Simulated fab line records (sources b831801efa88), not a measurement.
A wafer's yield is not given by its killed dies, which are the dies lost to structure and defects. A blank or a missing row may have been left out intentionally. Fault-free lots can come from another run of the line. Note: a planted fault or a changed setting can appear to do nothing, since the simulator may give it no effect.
Struck lot and sound lot, side by side    flow sky130    16 out of 708 route steps
Sound: the wafers L667.4, L667.5, L667.6. Wafers L666.2, L666.4, L666.5 were the ones struck. Last of all comes the cause.
Order at every step that has rows: each side's tool, ch and its chambers, its first start. Under that, the readings that differ: sound wafers    struck wafers    difference of the means    sigmas: that difference in standard deviations of wafers without a fault.
alike: readings whose means differ by less than 2 such deviations, and words and numbers that are the same on both sides. not compared: withheld readings, readings that some wafer has no value for, bounds like >300 that may hide the same value, and numbers for which the record gives no deviation and whose values overlap.
A row with sigmas, a row that says differs or no value, or rows on one side alone: a step with any of these is where the two part. Non-overlapping numbers with no deviation appear without sigmas and do not part them. Lack of a reading on every wafer of one side parts them only where that side has two or more wafers.

SKY_METAL2_THK_MEAS_06: measures by xrf.
  struck on filmMetro-01, day 39 15:28; sound on filmMetro-02, day 39 19:37
reading               sound              struck             difference  sigmas
METAL2_ALCU_THK (nm)  254.4 254.6 252.9  247.9 249.4 246.6  -6.0        -2
then, 8 steps without rows for these wafers: SKY_METAL2_DEHYDRATE_07 (time 60 s); SKY_METAL2_HMDS_08 (prime time 60 s); SKY_METAL2_COAT_09 (resist thk 60 nm); SKY_METAL2_COAT_10 (resist thk 450 nm); SKY_METAL2_SOFTBAKE_11 (time 90 s); SKY_METAL2_EXPOSE_12 (exposes mask MM2, target cd 140 nm); SKY_METAL2_PEB_13; SKY_METAL2_DEVELOP_14 (develop time 60 s).
SKY_METAL2_CD_MEAS_15: the cd target is 140 nm.
  struck on cdSem-01, day 40 14:40; sound on cdSem-01, day 40 20:04
  alike: cdNm
SKY_METAL2_OVL_MEAS_16:
  struck on overlay-01, day 40 14:46; sound on overlay-02, day 40 20:09
  alike: METAL2_OVL
SKY_METAL2_DESCUM_17: chemistry O2, time 8 s.
  sound on rieMetal-02 ch 0,1, day 40 20:11; struck on rieMetal-02 ch 0, day 40 14:48
  alike: chamberPressureMTorr, drypumpMotorCurrentA, heBacksideLeakSccm, oesProductAu, tempC
  not compared: rfHoursCounterH
SKY_METAL2_ETCH_18: etches BARC in N2/H2, stops on SiO2, time 45.9 s, target depth 60 nm.
  sound on rieMetal-02 ch 0,1, day 40 20:13; struck on rieMetal-02 ch 0, day 40 14:50
  no value came back on the struck wafers for any of 6 readings (biasW (W), chamberPressureMTorr (mTorr) and others); on the sound wafers biasW (W) reads 100.01 100.33 100.04
reading                                       sound              struck             difference  sigmas
model.KrF-thick_of_METAL2_COAT_10.thkNm (nm)  393.3 391.8 393.1  434.2 432.6 434.1  +40.9       
  not compared: rfHoursCounterH
SKY_METAL2_METAL_ETCH_19: etches the open film in Cl2/BCl3, stops on SiO2, target depth 360 nm, time 78 s.
  sound on rieMetal-02 ch 0,1, day 40 20:17; struck on rieMetal-02 ch 0, day 40 14:54
reading                                       sound              struck             difference  sigmas
oesProductAu (a.u.)                           0.861 0.859 0.848  0.375 0.378 0.374  -0.480      -87
model.KrF-thick_of_METAL2_COAT_10.thkNm (nm)  160.7 161.3 161    198.6 197.5 199.9  +37.7       
  alike: bcl3FlowSccm, biasW, chamberPressureMTorr, drypumpMotorCurrentA, heBacksideLeakSccm, throttleValvePct
  not compared: rfHoursCounterH
SKY_METAL2_STRIP_20: strips in O2/N2.
  sound on plasmaAsher-03 ch 0,1, day 40 20:23; struck on plasmaAsher-01 ch 0,1, day 40 14:59
reading                   sound              struck             difference  sigmas
oesProductAu (a.u.)       0.351 0.347 0.347  0.356 0.359 0.361  +0.010      +2
stripTimeToEndpointS (s)  2.728 2.739 2.732  3.132 3.123 3.144  +0.400      +15
  alike: chamberPressureMTorr, drypumpMotorCurrentA
  not compared: rfHoursCounterH
then, 1 step without rows for these wafers: SKY_METAL2_STRIP_21 (strips in post etch residue remover, time 1200 s).

== WHERE THEY PART ==
At SKY_METAL2_THK_MEAS_06 first; at SKY_METAL2_STRIP_20 last (within this record only).

WHY: what had been put in by the simulator
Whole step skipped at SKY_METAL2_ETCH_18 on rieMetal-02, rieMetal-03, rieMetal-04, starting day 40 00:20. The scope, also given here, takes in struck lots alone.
